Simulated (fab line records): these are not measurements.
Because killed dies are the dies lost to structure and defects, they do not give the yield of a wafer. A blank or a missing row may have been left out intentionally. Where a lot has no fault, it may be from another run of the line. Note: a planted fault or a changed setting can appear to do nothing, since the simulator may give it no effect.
Code-filled problem report in 8D (eight disciplines) form || flow sky130 || the parts of the form that need people (team, actions taken, sign-off) are left out

1. WHAT IS WRONG
METAL1_ALCU_RS at SKY_METAL1_RS_MEAS_05 reads a mean of 0.1094 ohm/sq on 2 wafers of 2 lots; wafers without a fault read 0.1263 ohm/sq with a standard deviation of 0.0012. That puts it -14 standard deviations away from the usual mean.
The step: measures by four-point-probe.
The first sign was on wafer L183.1 at day 37 15:31, on film_metro-04. The record has a number at this step for 30 wafers belonging to 10 lots. By rule, "out" or "out of limits" means more than 4 standard deviations away from the usual mean. All remaining wafers that have a number are taken as sound.

2. WHAT IT IS, AND WHAT IT ISN'T
{"question": "which readings at this step", "is": "METAL1_ALCU_RS", "is not": "-"}
{"question": "which lots", "is": "L183, L186", "is not": "L170, L171, L175, L176, L180, L185, L187, L189"}
{"question": "which wafers of those lots", "is": "L183.1, L186.5", "is not": "L183.2, L183.5, L186.1, L186.2"}
{"question": "read on which gauges", "is": "film_metro-03, film_metro-04", "is not": "film_metro-01"}
{"question": "when", "is": "from day 37 15:31", "is not": "up to then (17 sound wafers); but 11 sound wafers of L185, L186, L187, L189 came after"}

3. SUSPECTS, AND WHAT RULES EACH OUT
Counting: a tool at a process step up to the reading stays a suspect if it ran every lot that is out. Sound lots after the first of them don't rule it out here, since some wafers of a struck lot are sound.
- the gauge at SKY_METAL1_RS_MEAS_05 has been ruled out. The wafers that are out were read on 2 gauges (film_metro-03, film_metro-04).
- rie_diel-02 at SKY_CONTACT_ETCH_16 (etches BARC in N2/H2, stops on SiO2, time 45.9 s, target depth 60 nm): kept. It processed each lot that is out (first: L183, day 37 14:00); up to then, its last sound lot is L180 (day 36 19:27).
- pvd_sputter-04 at SKY_METAL1_SPUTTER_02 (material AlCu, target thk 250 nm, time 13.3 s): kept. It processed each lot that is out (first: L183, day 37 15:25); up to then, its last sound lot is L180 (day 36 20:53). Out on those wafers are its own readings of cathode_dc_power_W.
- pvd_sputter-04 at SKY_METAL1_SPUTTER_04 (material TiN, target thk 70 nm, time 58.3 s): kept. It processed each lot that is out (first: L183, day 37 15:28); up to then, its last sound lot is L180 (day 36 20:56).
The count leaves rie_diel-02 at SKY_CONTACT_ETCH_16, pvd_sputter-04 at SKY_METAL1_SPUTTER_02, and pvd_sputter-04 at SKY_METAL1_SPUTTER_04.

4. THE CAUSE (what the simulator had put in)
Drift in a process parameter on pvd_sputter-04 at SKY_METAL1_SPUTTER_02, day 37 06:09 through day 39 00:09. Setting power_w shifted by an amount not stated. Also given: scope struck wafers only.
Counting left 3 suspects, and this tool is among them.

5. THE EFFECT CHAIN, in route order
Each row: a reading where the mean over the struck wafers with a number is more than 3 standard deviations away from the usual. Only readings whose record carries a usual standard deviation are examined. hours: median over the lots of the time between each lot's start at the first step of this table that gives one and its start at this step. sigmas: the change, counted in usual standard deviations.
{"hours": 0, "step": "SKY_METAL1_SPUTTER_02", "reading": "cathode_dc_power_W", "usual": "10600 W", "on struck wafers": 12122, "change": "+1522", "sigmas": "+99 or more"}
{"hours": 0, "step": "SKY_METAL1_RS_MEAS_05", "reading": "METAL1_ALCU_RS", "usual": "0.1263 ohm/sq", "on struck wafers": 0.1094, "change": -0.0169, "sigmas": -14}
{"hours": 0, "step": "SKY_METAL1_THK_MEAS_06", "reading": "METAL1_ALCU_THK", "usual": "252.6 nm", "on struck wafers": 291.8, "change": "+39.2", "sigmas": "+14"}
It contains these process steps:
- SKY_METAL1_SPUTTER_02: material AlCu, target thk 250 nm, time 13.3 s.
Later steps that measure or inspect, where all struck wafers having a row at the step show a number for every such reading and not one has moved that far: SKY_METAL1_CD_MEAS_15.

6. HOW IT WOULD HAVE BEEN CAUGHT EARLIER
The first out-of-limits reading at a measuring or inspecting step in this record came at day 37 15:31, 9 hours after the fault's start at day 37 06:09.
At SKY_METAL1_SPUTTER_02, the tool's own readings (cathode_dc_power_W) were out on each struck wafer the step has a row for, so an alarm limit on them would have fired on the first such wafer.
Of the lots that are out (2), L186 began SKY_METAL1_SPUTTER_02 on pvd_sputter-04 after day 37 15:31. Putting the tool on hold at that point would have spared it.
